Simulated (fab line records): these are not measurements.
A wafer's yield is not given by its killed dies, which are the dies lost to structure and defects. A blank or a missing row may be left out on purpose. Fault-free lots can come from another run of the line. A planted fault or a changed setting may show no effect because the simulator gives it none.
What tool caused it?	flow gf180mcu	6 lots with 18 wafers sampled at 2 steps, on a route of 602 steps

WHAT THE GAUGES SHOWED, per wafer
GF_HV_LDD_THK_MEAS_57.
lot	measured	on	HV_LDD_CVD_56_THK (nm)
L138	day 12 20:41	film_metro-01	89.9 89.4 89.3
L143	day 14 11:42	film_metro-03	89.4 89.1 89.1
L145	day 15 03:26	film_metro-03	90.0 89.9 90.1
L148	day 16 07:25	film_metro-01	82.5 82.2 82.6
L155	day 18 11:53	film_metro-01	90.9 90.6 90.2
L157	day 19 06:44	film_metro-02	88.4 89.8 89.8

WHAT TOOL EACH LOT RAN ON (gives the tool, then ch and the chambers of the sampled wafers, and finally the start)
lot	GF_HV_LDD_CVD_56
L138	lpcvd-01 ch 0, day 12 19:15
L143	lpcvd-01 ch 0, day 14 10:16
L145	lpcvd-01 ch 0, day 15 01:59
L148	lpcvd-01 ch 1, day 16 05:58
L155	lpcvd-02 ch 1, day 18 10:28
L157	lpcvd-01 ch 0, day 19 05:17
- GF_HV_LDD_CVD_56: deposits Si3N4 from DCS/NH3, target thk 90 nm, time 1543 s.

THE ANSWER, worked out from the rows above alone
Rule: what is usual is taken from the lots themselves. Put in order of their means at a reading, lots are off if they are a third of the lots or fewer, leave a main group of 4 or more, and stand apart from it by a gap of 3 or more times the standard deviation of the main group's means; of several such gaps the widest counts. A main group is skipped when, at the precision printed for the reading in the tables above, its means are all equal. A lot without any number at a reading at which 4 lots or more have one is off too. The other lots that the step has rows for count as sound.
Off: L148, at GF_HV_LDD_THK_MEAS_57 (HV_LDD_CVD_56_THK). For the main group the mean is 89.7 nm and the standard deviation 0.5.
A tool fits if, at a process step before that reading, it ran every lot that is off, and no sound lot after the first of them. Gauges at GF_HV_LDD_THK_MEAS_57: tried the same way as those tools. Not one of the candidates tried fits.

WHAT THE SIMULATOR HAD PUT IN
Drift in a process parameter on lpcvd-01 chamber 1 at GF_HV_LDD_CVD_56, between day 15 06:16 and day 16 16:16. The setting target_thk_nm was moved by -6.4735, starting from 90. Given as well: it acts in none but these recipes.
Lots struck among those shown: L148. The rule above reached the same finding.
